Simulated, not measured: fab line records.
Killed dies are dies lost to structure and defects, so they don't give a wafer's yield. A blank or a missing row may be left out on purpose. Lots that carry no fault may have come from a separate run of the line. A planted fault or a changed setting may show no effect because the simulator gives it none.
A struck lot beside a sound one | flow sfqLine | 15 out of 325 route steps
Sound: these wafers, L147.4, L147.5, L147.6. Struck: wafers L161.3, L161.5 (left out: L161.1, a lot-mate that was not struck); the cause follows at the end.
Order at every step that has rows: each side's tool, ch and its chambers, its first start. Under that, the readings that differ: sound wafers | struck wafers | difference of the means | sigmas: that difference in standard deviations of wafers without a fault.
alike: readings whose means differ by less than 2 such deviations, and words and numbers that are the same on both sides. not compared: withheld readings, readings that some wafer has no value for, bounds like >300 that may hide the same value, and numbers for which the record gives no deviation and whose values overlap.
Wherever a step has rows on one side only, a row that says differs or no value, or a row with sigmas, the two part there. Numbers that have no deviation but don't overlap get no sigmas and don't part them. A reading that every wafer of one side lacks parts them only if that side has two wafers or more.

first, 1 step without rows for these wafers: SFQ_TRILAYER_M3_STRIP_SOLV_CLEAN_080 (cleans in NMP, time 600 s).
SFQ_TRILAYER_I3_DEP_PECVD_081: deposits SiO2 from SiH4/N2O, time 108.9 s, target thk 500 nm.
  sound on pecvd-04 ch 0,1,2, day 37 16:05; struck on pecvd-04 ch 0,1, day 43 04:52
  alike: heaterPowerW, throttleValvePct
SFQ_TRILAYER_I3_CMP_CMP_082: polishes SiO2.
  sound on cmp-02 ch 0,2,3, day 38 13:09; struck on cmp-02 ch 0,3, day 43 06:38
  alike: motorCurrentA, timeToEndpointS
SFQ_I3_BOW_MEAS_922:
  struck on filmMetro-01, day 43 08:38; sound on filmMetro-03, day 38 15:13
  alike: I3_BOW
SFQ_TRILAYER_I3_METRO_MEASURE_083:
  struck on filmMetro-01, day 43 08:45; sound on filmMetro-03, day 38 15:52
  alike: thkNm
then, 6 steps without rows for these wafers: SFQ_TRILAYER_I3_VIA_LITHO_COAT_090 (resist thk 62 nm); SFQ_TRILAYER_I3_VIA_LITHO_COAT_085 (resist thk 650 nm); SFQ_TRILAYER_I3_VIA_LITHO_SOFTBAKE_089; SFQ_TRILAYER_I3_VIA_LITHO_EXPOSE_086 (exposes mask I3, target cd 500 nm); SFQ_TRILAYER_I3_VIA_LITHO_PEB_088 (peb time 60 s); SFQ_TRILAYER_I3_VIA_LITHO_DEVELOP_087 (time 60 s).
-- the record jumps here: 6 days lie between the struck wafers' starts before and after --
SFQ_I3_OVL_MEAS_923:
  struck on overlay-01, day 49 07:43; sound on overlay-02, day 44 04:14
  alike: I3_OVL
SFQ_TRILAYER_I3_VIA_BARC_OPEN_VIA_ETCH_121: etches BARC in O2, target depth 125 nm, time 41.7 s.
  sound on rieDiel-02 ch 0,3, day 44 04:15; struck on rieDiel-02 ch 2, day 49 07:46
reading                                                | sound             | struck      | difference | sigmas
rfFwdPowerW (W)                                        | 495.6 494.8 499.7 | 297.2 295.8 | -200.2     | -77
model.KrF_of_TRILAYER_I3_VIA_LITHO_COAT_085.thkNm (nm) | 572 571.8 572.7   | 592.5 592   | +20.1      | 
  alike: drypumpMotorCurrentA, oesProductAu
  not compared: rfHoursCounterH
SFQ_TRILAYER_I3_VIA_ETCH_VIA_ETCH_088: etches SiO2 in CHF3, stops on Nb, target depth 260 nm.
  sound on rieDiel-02 ch 0,3, day 44 04:17; struck on rieDiel-02 ch 2, day 49 07:48
reading                                                | sound           | struck      | difference | sigmas
model.KrF_of_TRILAYER_I3_VIA_LITHO_COAT_085.thkNm (nm) | 526.9 527 527.7 | 547.2 546.6 | +19.7      | 
  alike: drypumpMotorCurrentA, oesProductAu, rfFwdPowerW
SFQ_TRILAYER_I3_VIA_STRIP_STRIP_089: strips in O2.
  sound on rieMetal-03 ch 0,1, day 44 04:36; struck on rieMetal-04 ch 0,1, day 49 07:55
  alike: drypumpMotorCurrentA, oesProductAu
  not compared: rfHoursCounterH

WHERE THEY PART
SFQ_TRILAYER_I3_VIA_BARC_OPEN_VIA_ETCH_121 only, going by this record. Later steps at which nothing parts them and some readings are alike: SFQ_TRILAYER_I3_VIA_ETCH_VIA_ETCH_088, SFQ_TRILAYER_I3_VIA_STRIP_STRIP_089.

WHY: whatever the simulator had introduced
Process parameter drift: rieDiel-02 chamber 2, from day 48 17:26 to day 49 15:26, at SFQ_TRILAYER_I3_VIA_BARC_OPEN_VIA_ETCH_121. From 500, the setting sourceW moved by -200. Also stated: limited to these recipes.
